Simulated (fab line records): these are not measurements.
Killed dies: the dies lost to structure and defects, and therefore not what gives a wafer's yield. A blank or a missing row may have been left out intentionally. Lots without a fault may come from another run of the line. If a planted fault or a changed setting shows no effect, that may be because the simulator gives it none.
Which tool was responsible?    flow sfqLine    17 wafers from 6 lots sampled at 2 of the route's 325 steps

## WHAT THE GAUGES SHOWED, per wafer
SFQ_L0_RS_MEAS_901: a four-point-probe measurement.
lot   measured     on            L0_MONX_KI_RS (ohm/sq)
L528  day 1 17:35  filmMetro-04  43.0 42.7 43.6
L530  day 2 03:34  filmMetro-01  43.8 43.7 43.4
L532  day 2 13:34  filmMetro-04  43.3 43.7 43.4
L534  day 2 23:34  filmMetro-02  43.7 43.7 43.6
L536  day 3 09:37  filmMetro-04  42.5 42.7 42.6
L546  day 5 11:36  filmMetro-01  40.7 40.4 40.6 40.4

## WHAT TOOL EACH LOT RAN ON (gives the tool, then ch and the chambers of the sampled wafers, and finally the start)
lot   SFQ_TRILAYER_L0_DEP_SPUTTER_003
L528  pvdSputter-05, day 1 17:29
L530  pvdSputter-05, day 2 03:29
L532  pvdSputter-04, day 2 13:29
L534  pvdSputter-05, day 2 23:29
L536  pvdSputter-05, day 3 09:29
L546  pvdSputter-03, day 5 11:29
- SFQ_TRILAYER_L0_DEP_SPUTTER_003: material MoNx KI, target thk 40 nm, time 100 s.

## THE ANSWER, worked out from the rows above alone
Rule: usual is defined by the lots themselves. The widest of any qualifying gaps counts: lots, ordered by their means at a reading, are off when they make up no more than a third of the lots, leave a main group of 4 or more, and stand apart from it by 3 or more times the standard deviation of that group's means. The tables above print the reading to a certain number of digits; a main group whose means all agree to those digits is not used. Also off: a lot with no number at a reading for which 4 or more lots have one. Where the step has rows for the other lots, those lots are counted as sound.
Off: L546, seen at SFQ_L0_RS_MEAS_901 (L0_MONX_KI_RS). Main group: mean 43.3 ohm/sq, sd 0.4.
If a tool, at a process step before that reading, ran all the lots that are off and no sound lot after the first of them, it fits. Those tools and the gauges at SFQ_L0_RS_MEAS_901 are tried in the same way. 2 tools fit, pvdSputter-03 at SFQ_TRILAYER_L0_DEP_SPUTTER_003 and filmMetro-01 at SFQ_L0_RS_MEAS_901, so this cannot tell which one it is.

## WHAT HAD BEEN PUT IN BY THE SIMULATOR
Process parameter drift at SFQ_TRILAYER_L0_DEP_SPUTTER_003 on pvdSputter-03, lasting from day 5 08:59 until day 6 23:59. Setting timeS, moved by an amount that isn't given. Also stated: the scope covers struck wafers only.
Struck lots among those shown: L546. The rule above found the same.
